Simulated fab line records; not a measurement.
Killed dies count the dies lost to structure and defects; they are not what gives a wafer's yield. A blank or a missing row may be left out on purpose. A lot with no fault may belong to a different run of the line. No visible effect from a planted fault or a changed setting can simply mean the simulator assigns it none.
Comparing a struck lot with a sound one -- flow sky130 -- 31 steps out of a route of 708
Sound: the wafers L148.1, L148.3, L148.4. Wafers struck: L156.1, L156.2, L156.3. Last of all comes the cause.
For every step that has rows: the tool of each side, followed by ch and its chambers, followed by its first start. Under that, the readings that differ: sound wafers -- struck wafers -- difference of the means -- sigmas: that difference in standard deviations of wafers without a fault.
alike: readings whose means differ by less than 2 such deviations, and words and numbers that are the same on both sides. not compared: withheld readings, readings that some wafer has no value for, bounds like >300 that may hide the same value, and numbers for which the record gives no deviation and whose values overlap.
The two part at a step that has a row with sigmas, a row that says differs or no value, or rows on one side only. Numbers that have no deviation but don't overlap get no sigmas and don't part them. A reading missing from all wafers of one side parts the sides only when that side holds two or more wafers.

SKY_PWDE_OVL_MEAS_07:
  sound on overlay-02, day 5 22:59; struck on overlay-01, day 7 19:50
  alike: PWDE_OVL
then, 1 step without rows for these wafers: SKY_PWDE_IMPLANT_08.
SKY_PWDE_STRIP_09: strips in O2/N2.
  sound on plasma-asher-03 ch 0,1, day 5 23:11; struck on plasma-asher-02 ch 0,1, day 7 20:02
  alike: chamber-pressure-mTorr, drypump-motor-current-A, oes-product-au, strip-time-to-endpoint-s
  not compared: rf-hours-counter-h
SKY_PWDE_TW_MEAS_10:
  sound on film-metro-01, day 5 23:17; struck on film-metro-04, day 7 20:08
  alike: PWDE_TW
then, 7 steps without rows for these wafers: SKY_NWELL_DEHYDRATE_03 (time 60 s); SKY_NWELL_HMDS_04 (prime time 60 s); SKY_NWELL_COAT_05 (resist thk 3000 nm); SKY_NWELL_SOFTBAKE_06; SKY_NWELL_EXPOSE_07 (exposes mask NWM, target cd 840 nm); SKY_NWELL_PEB_08; SKY_NWELL_DEVELOP_09 (develop time 61.01 s).
SKY_NWELL_OVL_MEAS_10:
  sound on overlay-02, day 6 16:31; struck on overlay-02, day 8 16:33
  alike: NWELL_00_OVL
SKY_NWELL_IMPLANT_11:
  sound on implanter-02 ch 0, day 6 16:33; struck on implanter-02 ch 0, day 8 16:35
  alike: beam-energy-keV
then, 2 steps without rows for these wafers: SKY_NWELL_IMPLANT_12; SKY_NWELL_IMPLANT_13.
SKY_NWELL_STRIP_14: strips in O2/N2.
  sound on plasma-asher-03 ch 0,1, day 6 17:00; struck on plasma-asher-03 ch 0,1, day 8 17:02
  alike: chamber-pressure-mTorr, drypump-motor-current-A, oes-product-au, strip-time-to-endpoint-s
  not compared: rf-hours-counter-h
SKY_NWELL_TW_MEAS_15:
  sound on film-metro-01, day 6 17:06; struck on film-metro-03, day 8 17:22
reading,sound,struck,difference,sigmas
NWELL_TW,1855 1852 1855,1708 1700 1690,-155,-10
  not compared: hold
then, 6 steps without rows for these wafers: SKY_NWELL_HMDS_17 (prime time 60 s); SKY_NWELL_COAT_18 (resist thk 3000 nm); SKY_NWELL_SOFTBAKE_19; SKY_NWELL_EXPOSE_20 (exposes mask NWM COMPLEMENT, target cd 840 nm); SKY_NWELL_PEB_21; SKY_NWELL_DEVELOP_22 (develop time 60 s).
SKY_NWELL_OVL_MEAS_23:
  sound on overlay-01, day 7 12:50; struck on overlay-02, day 9 14:51
  alike: NWELL_01_OVL
then, 1 step without rows for these wafers: SKY_NWELL_IMPLANT_24.
SKY_NWELL_STRIP_25: strips in O2/N2.
  sound on plasma-asher-04 ch 0,1, day 7 13:02; struck on plasma-asher-03 ch 0,1, day 9 15:02
  alike: chamber-pressure-mTorr, drypump-motor-current-A, oes-product-au, strip-time-to-endpoint-s
  not compared: rf-hours-counter-h
SKY_NWELL_TW_MEAS_26:
  sound on film-metro-04, day 7 13:19; struck on film-metro-03, day 9 15:08
  alike: NWELL_2_TW
then, 1 step without rows for these wafers: SKY_NWELL_CLEAN_27 (cleans in SC1/SC2, time 155.1 s).
SKY_NWELL_RTA_28: time 30 s.
  sound on rtp-anneal-02 ch 0, day 7 13:25; struck on rtp-anneal-02 ch 0, day 9 15:15
  alike: anneal-temp-c-max, lamp-power-pct, ramp-up-c-per-s, wafer_temp_C_max
SKY_NWELL_RS_MEAS_29: a four-point-probe measurement.
  sound on film-metro-04, day 7 13:31; struck on film-metro-04, day 9 15:43
reading,sound,struck,difference,sigmas
NWELL_RS (ohm/sq),622.7 625.6 625.6,707.2 707.9 707.3,+82.8,+64
  not compared: hold
SKY_PAD_OPEN_PROBE_99:
  the record has rows for the sound wafers here (prober-02, day 48 00:15) and none for the struck ones

WHERE THEY PART
Last at SKY_PAD_OPEN_PROBE_99 as far as this record goes, first at SKY_NWELL_TW_MEAS_15.

WHY: the cause the simulator had injected
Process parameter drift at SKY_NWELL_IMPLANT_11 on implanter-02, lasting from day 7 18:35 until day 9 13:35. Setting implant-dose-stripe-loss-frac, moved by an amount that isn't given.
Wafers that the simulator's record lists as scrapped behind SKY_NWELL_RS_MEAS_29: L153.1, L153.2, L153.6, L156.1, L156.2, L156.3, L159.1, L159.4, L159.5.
